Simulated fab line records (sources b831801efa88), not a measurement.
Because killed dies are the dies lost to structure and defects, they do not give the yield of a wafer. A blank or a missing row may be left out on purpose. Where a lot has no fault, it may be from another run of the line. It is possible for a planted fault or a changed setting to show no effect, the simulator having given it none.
Problem report, 8D (eight disciplines) form, completed by code + flow sky130 + the parts of the form that need people (team, actions taken, sign-off) are left out

## 1. WHAT IS WRONG
Wafers without a fault read 6500.0 W, standard deviation 1.1; cathode-dc-power-W at SKY_METAL5_SPUTTER_04 reads a mean of 6167.7 W on 9 wafers belonging to 3 lots. That is -99 or more standard deviations from the usual mean.
The step: material TiN, target thk 70 nm, time 58.3 s.
The first sign was on wafer L227.1 at day 46 11:11, on pvd-sputter-02. At this step, 21 wafers from 7 lots have a number in the record. The rule behind "out" and "out of limits": a value lying over 4 standard deviations away from the usual mean. The rest of the wafers with a number are treated as sound.

## 2. WHAT IT IS; WHAT IT IS NOT
| question                    | is                     | is not                                                                   |
|-----------------------------|------------------------|--------------------------------------------------------------------------|
| which readings at this step | cathode-dc-power-W     | throttle-valve-pct                                                       |
| which lots                  | L226, L227, L229       | L222, L224, L228, L232                                                   |
| which wafers of those lots  | all that have a number | -                                                                        |
| read on which tools         | pvd-sputter-02         | pvd-sputter-01                                                           |
| when                        | from day 46 11:11      | up to then (6 sound wafers); but 6 sound wafers of L228, L232 came after |

## 3. WHAT RULES OUT EACH SUSPECT
Counting: a tool at a process step up to the reading stays a suspect if it ran every lot that is out and no sound lot after the first of them.
- pvd-sputter-02 at SKY_METAL5_SPUTTER_01 (material TiN, target thk 20 nm, time 16.7 s): kept. It processed each lot that is out, first L227 at day 46 11:06, and no sound lot thereafter; up to then, the last sound lot it processed was L224 at day 46 01:31.
- pvd-sputter-02 at SKY_METAL5_SPUTTER_03 (material Ti, target thk 5 nm, time 3.3 s): kept. It processed each lot that is out, first L227 at day 46 11:10, and no sound lot thereafter; up to then, the last sound lot it processed was L224 at day 46 01:35.
- pvd-sputter-02 at SKY_METAL5_SPUTTER_04 (material TiN, target thk 70 nm, time 58.3 s): kept. It processed each lot that is out, first L227 at day 46 11:11, and no sound lot thereafter; up to then, the last sound lot it processed was L224 at day 46 01:37. Its own readings are out on those wafers: cathode-dc-power-W.
The count leaves pvd-sputter-02 at SKY_METAL5_SPUTTER_01, pvd-sputter-02 at SKY_METAL5_SPUTTER_03, and pvd-sputter-02 at SKY_METAL5_SPUTTER_04.

## 4. THE CAUSE (what the simulator had put in)
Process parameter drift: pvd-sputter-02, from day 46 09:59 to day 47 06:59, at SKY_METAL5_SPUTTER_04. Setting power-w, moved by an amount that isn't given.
3 suspects survive the count, and this tool is in that group.

## 5. THE EFFECT CHAIN, in route order
Rows list readings where the struck wafers' mean (over those with a number) sits beyond 3 standard deviations from the usual. Scope: only readings with a usual standard deviation given in the record; hours: median across lots of the time from each lot's start at the first step in this table that gives one to its start at this step; sigmas: change in usual standard deviations.
| hours | step                  | reading            | usual    | on struck wafers | change | sigmas      |
|-------|-----------------------|--------------------|----------|------------------|--------|-------------|
| 0     | SKY_METAL5_SPUTTER_04 | cathode-dc-power-W | 6500.0 W | 6167.7           | -332.3 | -99 or more |
It contains these process steps:
- SKY_METAL5_SPUTTER_04: material TiN, target thk 70 nm, time 58.3 s.
Later steps that measure or inspect, where all struck wafers having a row at the step show a number for every such reading and not one has moved that far: SKY_METAL5_RS_MEAS_05, SKY_METAL5_THK_MEAS_06.

## 6. HOW IT WOULD HAVE BEEN CAUGHT EARLIER
In this record the first reading out of limits was taken at day 46 11:11, 1 hour after the fault began at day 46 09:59.
